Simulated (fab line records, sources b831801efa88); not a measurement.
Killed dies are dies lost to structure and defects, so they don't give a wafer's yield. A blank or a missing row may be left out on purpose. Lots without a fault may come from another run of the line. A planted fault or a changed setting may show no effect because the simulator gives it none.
One fault seen from 2 desks | flow gf180mcu | each desk has only its own numbers; what lay behind them comes last

THE TOOL OWNER'S DESK: iline_stepper-02
The tool's own readings at GF_TOP_METAL_EXPOSE_11 (exposes mask MetalTop, target cd 440 nm): means of the sampled wafers that have a number, for each lot that ran on this tool. A lot is out of limits, marked OUT, if its mean lies more than 4 standard deviations from the usual mean; the brackets give that distance.
Columns: A = exposure_dose_mJ_cm2 at GF_TOP_METAL_EXPOSE_11, usual 171.2; B = reticle_temp_C at GF_TOP_METAL_EXPOSE_11, usual 23.00 C
lot  | first seen here | A               | B
L134 | day 27 23:46    | 172.4           | 22.96
L137 | day 28 23:01    | 172.4           | 22.98
L144 | day 31 07:34    | 172.5           | 22.96
L153 | day 33 02:43    | 187.7 (+13) OUT | 23.02
L154 | day 33 09:05    | 187.3 (+12) OUT | 22.99
This desk's finding: out of limits on L153, L154; first on L153, day 33 02:43 (exposure_dose_mJ_cm2 at GF_TOP_METAL_EXPOSE_11). In limits: L134, L137, L144.

THE METROLOGY DESK
What the gauges read, lot by lot, whatever tool the lot ran on: means of the sampled wafers that have a number. A lot is out of limits, marked OUT, if its mean lies more than 4 standard deviations from the usual mean; the brackets give that distance.
Columns: A = V4_CVD_02_THK at GF_V4_THK_MEAS_03, usual 853 nm; B = V5_OVL at GF_V5_OVL_MEAS_15, usual -5 nm; C = cd_nm at GF_TOP_METAL_CD_MEAS_14, usual 438.6 nm
lot  | first seen here | A   | B   | C
L134 | day 23 19:41    | 846 | -2  | 434.2
L136 | day 24 08:53    | 854 | -13 | 439.8
L137 | day 24 21:39    | 850 | -13 | 441.7
L141 | day 26 05:54    | 856 | -6  | 441.1
L143 | day 26 17:31    | 846 | 0   | 442.6
L144 | day 27 12:51    | 849 | -12 | 442.1
L148 | day 28 10:55    | 858 | -5  | 441.1
L152 | day 29 12:38    | 854 | -8  | 439.2
L153 | day 29 15:37    | 839 | -8  | 414.7 (-9.5) OUT
L154 | day 29 23:13    | 855 | -6  | 413.0 (-10) OUT
L155 | day 30 06:20    | 847 | -2  | 437.9
L156 | day 30 14:16    | 832 | -5  | 435.7
This desk's finding: out of limits on L153, L154; first on L153, day 33 10:18 (cd_nm at GF_TOP_METAL_CD_MEAS_14). In limits: L134, L136, L137, L141, L143, L144, L148, L152, L155, L156.

PUT TOGETHER
The tool owner's desk could have raised an alarm at day 33 02:43, on L153, L154.
The metrology desk could have raised an alarm at day 33 10:18, on L153, L154.
Of the lots named, all ran GF_TOP_METAL_EXPOSE_11 on iline_stepper-02.

WHAT THE SIMULATOR HAD PUT IN
Process parameter drift: iline_stepper-02, from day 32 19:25 on, at GF_TOP_METAL_EXPOSE_11. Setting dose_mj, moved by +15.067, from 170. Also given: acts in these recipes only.
Lots struck among those shown: L153, L154.
Hours from the fault's start to each desk's first reading out of limits: the tool owner's desk, 7; the metrology desk, 15.
